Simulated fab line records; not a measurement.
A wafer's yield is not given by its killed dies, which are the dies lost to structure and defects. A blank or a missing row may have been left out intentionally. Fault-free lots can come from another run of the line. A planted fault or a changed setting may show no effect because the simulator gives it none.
Comparing a struck lot with a sound one / flow gf180mcu / 15 steps out of a route of 602
Sound: wafers L852.2, L852.5, L852.6. Wafers L864.1, L864.2, L864.4 were the ones struck. The cause is given at the end.
Per side, at each step with rows, come the tool, then ch with its chambers, and then its first start. Under that, the readings that differ: sound wafers / struck wafers / difference of the means / sigmas: that difference in standard deviations of wafers without a fault.
alike: words and numbers the same on both sides, and readings whose means are apart by under 2 such deviations; not compared: readings that were withheld, readings missing a value for some wafer, numbers with overlapping values and no deviation given by the record, and bounds like >300 which may hide the same value.
Wherever a step has rows on one side only, a row that says differs or no value, or a row with sigmas, the two part there. Numbers that don't overlap but have no deviation are shown without sigmas and don't part them. A reading that every wafer of one side lacks parts them only if that side has two wafers or more.

GF_DUAL_GATE_STRIP_13: strips in O2/N2.
  sound on plasma-asher-02 ch 0,1, day 10 08:21; struck on plasma-asher-03 ch 0,1, day 13 19:55
  alike: drypump-motor-current-A, heater-power-w, oes-product-au, strip-time-to-endpoint-s
  not compared: rf-hours-counter-h
then, 3 steps without rows for these wafers: GF_DUAL_GATE_CLEAN_14 (cleans in SC1/SC2, time 150 s); GF_DUAL_GATE_OXIDATION_15 (stabilise 600 s, purge 300 s, target thk 7.098 nm); GF_POLY_GATE_CVD_00 (deposits poly-Si, target thk 200 nm, time 1200 s).
GF_POLY_GATE_THK_MEAS_01:
  sound: film-metro-02 at day 10 11:24; struck: film-metro-01 at day 13 23:44
  alike: POLY_GATE_CVD_00_THK
then, 7 steps without rows for these wafers: GF_POLY_GATE_DEHYDRATE_02 (time 60 s); GF_POLY_GATE_HMDS_03 (prime time 60 s); GF_POLY_GATE_COAT_04; GF_POLY_GATE_COAT_05 (resist thk 700 nm); GF_POLY_GATE_SOFTBAKE_06 (time 60 s); GF_POLY_GATE_EXPOSE_07 (exposes mask Poly2, target cd 280 nm); GF_POLY_GATE_PEB_08 (peb time 90 s).
GF_POLY_GATE_DEVELOP_09: develop time 60 s.
  sound on litho-track-02 ch 0, day 11 05:33; struck on litho-track-02 ch 0, day 14 20:31
reading=developer-temp-C (C); sound=21.13 21.05 21.16; struck=20.41 20.40 20.37; difference=-0.72; sigmas=-7
GF_POLY_GATE_CD_MEAS_10 targets a cd of 280 nm.
  sound: cd-sem-01 at day 11 05:41; struck: cd-sem-01 at day 14 20:40
  alike: cd-nm
-- record jumps: 19 days separate the struck wafers' starts on either side; left off in module POLY_GATE, taken up again in module PASSIVATION, whose first shown step is the route's number 602 --
GF_PASSIVATION_PROBE_99:
  rows exist in the record for the struck wafers here (prober-02, day 34 03:01), but not for the sound ones

WHERE THEY PART
Last at GF_PASSIVATION_PROBE_99 as far as this record goes, first at GF_POLY_GATE_DEVELOP_09.

WHY: the cause the simulator had injected
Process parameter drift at GF_POLY_GATE_DEVELOP_09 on litho-track-02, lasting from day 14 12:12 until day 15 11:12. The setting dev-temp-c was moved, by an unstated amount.
